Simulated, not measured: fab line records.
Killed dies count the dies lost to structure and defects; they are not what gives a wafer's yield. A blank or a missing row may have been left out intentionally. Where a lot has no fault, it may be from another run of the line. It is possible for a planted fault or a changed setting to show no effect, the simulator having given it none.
What tool caused it? | flow gf180mcu | 36 wafers from 12 lots sampled at 6 of the route's 602 steps

== WHAT THE GAUGES SHOWED, per wafer ==
GF_LVPWELL_TW_MEAS_11.
lot  | measured    | on            | LVPWELL_TW
L271 | day 3 19:55 | film_metro-02 | 564 563 561
L272 | day 4 04:06 | film_metro-01 | 569 569 569
L277 | day 5 05:46 | film_metro-03 | 562 564 567
L278 | day 5 15:19 | film_metro-02 | 616 620 619
L279 | day 5 16:37 | film_metro-03 | 619 624 621
L280 | day 5 21:42 | film_metro-03 | 568 570 569
L283 | day 6 16:37 | film_metro-02 | 560 560 560
L284 | day 6 23:13 | film_metro-03 | 566 567 567
L285 | day 7 01:43 | film_metro-02 | 559 563 561
L288 | day 7 20:07 | film_metro-02 | 562 564 562
L291 | day 8 13:43 | film_metro-03 | 569 568 570
L294 | day 9 07:45 | film_metro-01 | 562 558 559

GF_VT_IMPLANT_RS_MEAS_48: uses a four-point probe to measure.
lot  | measured     | on            | LVPWELL_RS (ohm/sq)
L271 | day 7 12:22  | film_metro-01 | 1191 1195 1193
L272 | day 7 21:00  | film_metro-02 | 1195 1194 1189
L277 | day 9 05:12  | film_metro-03 | 1195 1196 1197
L278 | day 9 17:13  | film_metro-03 | 1410 1409 1412
L279 | day 9 18:39  | film_metro-02 | 1417 1414 1414
L280 | day 9 23:42  | film_metro-03 | 1192 1195 1194
L283 | day 10 22:03 | film_metro-03 | 1199 1195 1194
L284 | day 11 06:20 | film_metro-01 | 1190 1194 1194
L285 | day 11 11:07 | film_metro-01 | 1192 1192 1189
L288 | day 12 06:22 | film_metro-03 | 1192 1194 1190
L291 | day 13 04:07 | film_metro-01 | 1190 1189 1190
L294 | day 14 01:33 | film_metro-03 | 1197 1198 1195

GF_HV_LDD_TW_MEAS_11.
lot  | measured     | on            | HV_LDD_TW
L271 | day 9 22:14  | film_metro-02 | 2407 2429 2418
L272 | day 10 08:25 | film_metro-02 | 2413 2419 2422
L277 | day 11 18:25 | film_metro-03 | 2428 2426 2427
L278 | day 12 13:40 | film_metro-03 | 2427 2427 2430
L279 | day 12 13:44 | film_metro-03 | 2436 2436 2435
L280 | day 12 21:37 | film_metro-02 | 2445 2462 2459
L283 | day 13 19:04 | film_metro-02 | 2426 2437 2434
L284 | day 14 03:23 | film_metro-03 | 2430 2450 2440
L285 | day 14 10:40 | film_metro-02 | 2426 2430 2432
L288 | day 15 06:23 | film_metro-03 | 2453 2453 2459
L291 | day 16 05:56 | film_metro-02 | 2428 2434 2443
L294 | day 17 03:37 | film_metro-01 | 2427 2438 2425

GF_HV_LDD_OVL_MEAS_47.
lot  | measured     | on         | HV_LDD_03_OVL (nm)
L271 | day 12 05:49 | overlay-01 | -0.5 -1.5 1.3
L272 | day 12 15:47 | overlay-02 | 2.5 1.4 1.0
L277 | day 14 06:41 | overlay-02 | -1.8 -0.7 0.5
L278 | day 15 04:11 | overlay-02 | 1.9 -3.6 -1.6
L279 | day 15 05:05 | overlay-01 | -2.6 -2.2 -2.1
L280 | day 15 13:02 | overlay-02 | 1.4 -0.5 1.7
L283 | day 16 12:59 | overlay-02 | 1.7 2.1 0.1
L284 | day 16 22:29 | overlay-02 | 2.4 1.5 1.6
L285 | day 17 06:08 | overlay-02 | -0.3 -0.9 0.9
L288 | day 18 03:11 | overlay-01 | 1.0 -0.2 -0.5
L291 | day 19 05:11 | overlay-02 | -1.8 1.0 1.2
L294 | day 20 04:11 | overlay-01 | -3.5 -2.1 -2.2

== EACH LOT AND THE TOOL THAT RAN IT (in order: tool; ch and the chambers of the sampled wafers; start) ==
lot  | GF_LVPWELL_IMPLANT_08          | GF_HV_LDD_STRIP_10
L271 | implanter-03 ch 0, day 3 19:31 | plasma_asher-03 ch 0,1, day 9 22:07
L272 | implanter-01 ch 0, day 4 03:42 | plasma_asher-04 ch 0,1, day 10 08:19
L277 | implanter-01 ch 0, day 5 05:22 | plasma_asher-03 ch 0,1, day 11 18:19
L278 | implanter-01 ch 0, day 5 14:55 | plasma_asher-03 ch 0,1, day 12 13:34
L279 | implanter-01 ch 0, day 5 16:13 | plasma_asher-02 ch 0,1, day 12 13:37
L280 | implanter-03 ch 0, day 5 21:18 | plasma_asher-03 ch 0,1, day 12 21:31
L283 | implanter-04 ch 0, day 6 16:13 | plasma_asher-03 ch 0,1, day 13 18:58
L284 | implanter-04 ch 0, day 6 22:51 | plasma_asher-02 ch 0,1, day 14 03:18
L285 | implanter-04 ch 0, day 7 01:19 | plasma_asher-04 ch 0,1, day 14 10:34
L288 | implanter-03 ch 0, day 7 19:43 | plasma_asher-02 ch 0,1, day 15 06:16
L291 | implanter-04 ch 0, day 8 13:19 | plasma_asher-04 ch 0,1, day 16 05:49
L294 | implanter-01 ch 0, day 9 07:21 | plasma_asher-02 ch 0,1, day 17 03:31
- GF_LVPWELL_IMPLANT_08
- GF_HV_LDD_STRIP_10: strips in O2/N2.

== AS READ BY THE TOOLS THEMSELVES (means over the sampled wafers that have a number; for cases with no such wafer, the mark the record gives instead) ==
GF_LVPWELL_IMPLANT_08.
lot  | tool         | dose_ions_cm2 | tilt_deg (degrees)
L271 | implanter-03 | 1.5008e+13    | -0.004
L272 | implanter-01 | 1.5013e+13    | 0.006
L277 | implanter-01 | 1.5013e+13    | 0.004
L278 | implanter-01 | 1.5005e+13    | 5.027
L279 | implanter-01 | 1.4989e+13    | 5.019
L280 | implanter-03 | 1.5007e+13    | -0.008
L283 | implanter-04 | 1.5002e+13    | -0.014
L284 | implanter-04 | 1.4999e+13    | 0.002
L285 | implanter-04 | 1.4997e+13    | -0.003
L288 | implanter-03 | 1.5000e+13    | 0.003
L291 | implanter-04 | 1.4993e+13    | -0.001
L294 | implanter-01 | 1.5020e+13    | 0.006

GF_HV_LDD_STRIP_10.
lot  | tool            | drypump_motor_current_A (A) | heater_power_w (W) | o2_flow_sccm (sccm) | oes_product_au (a.u.) | strip_time_to_endpoint_s (s)
L271 | plasma_asher-03 | 5.6                         | 349                | 3000                | 0.713                 | 12.63
L272 | plasma_asher-04 | 5.9                         | 346                | 3000                | 0.717                 | 12.60
L277 | plasma_asher-03 | 5.6                         | 358                | 3004                | 0.717                 | 12.67
L278 | plasma_asher-03 | 5.6                         | 351                | 3000                | 0.719                 | 12.63
L279 | plasma_asher-02 | 6.1                         | 333                | 3006                | 0.718                 | 12.63
L280 | plasma_asher-03 | 5.4                         | 334                | 2999                | 0.711                 | 12.66
L283 | plasma_asher-03 | 5.6                         | 355                | 2994                | 0.716                 | 12.63
L284 | plasma_asher-02 | 6.4                         | 329                | 3000                | 0.715                 | 12.64
L285 | plasma_asher-04 | 6.1                         | 367                | 2999                | 0.718                 | 12.65
L288 | plasma_asher-02 | 6.1                         | 338                | 3011                | 0.719                 | 12.60
L291 | plasma_asher-04 | 6.1                         | 362                | 3012                | 0.714                 | 12.70
L294 | plasma_asher-02 | 6.4                         | 321                | 3006                | 0.711                 | 12.63

== THE ANSWER, worked out from the rows above alone ==
Rule: the usual values come from the lots themselves. The widest of any qualifying gaps counts: lots, ordered by their means at a reading, are off when they make up no more than a third of the lots, leave a main group of 4 or more, and stand apart from it by 3 or more times the standard deviation of that group's means. A main group is skipped when, at the precision printed for the reading in the tables above, its means are all equal. A lot without any number at a reading at which 4 lots or more have one is off too. All remaining lots with rows at the step are treated as sound. The gauges are gone through in route order, then the tools' own readings, and for those a lot's mean is taken as printed above. The first step at which some lot is off is used, and at that step the reading that is off furthest; a lot without a number counts as furthest.
Off: L278, L279, at GF_LVPWELL_TW_MEAS_11 (LVPWELL_TW). Mean 564 and standard deviation 3.6 in the main group.
If a tool, at a process step before that reading, ran all the lots that are off and no sound lot after the first of them, it fits. The gauges at GF_LVPWELL_TW_MEAS_11 aren't tried: what is off there is off at GF_LVPWELL_IMPLANT_08 too, on other tools, and a gauge's error can't cause that. None of those tried fits.

== WHAT THE SIMULATOR PUT IN ==
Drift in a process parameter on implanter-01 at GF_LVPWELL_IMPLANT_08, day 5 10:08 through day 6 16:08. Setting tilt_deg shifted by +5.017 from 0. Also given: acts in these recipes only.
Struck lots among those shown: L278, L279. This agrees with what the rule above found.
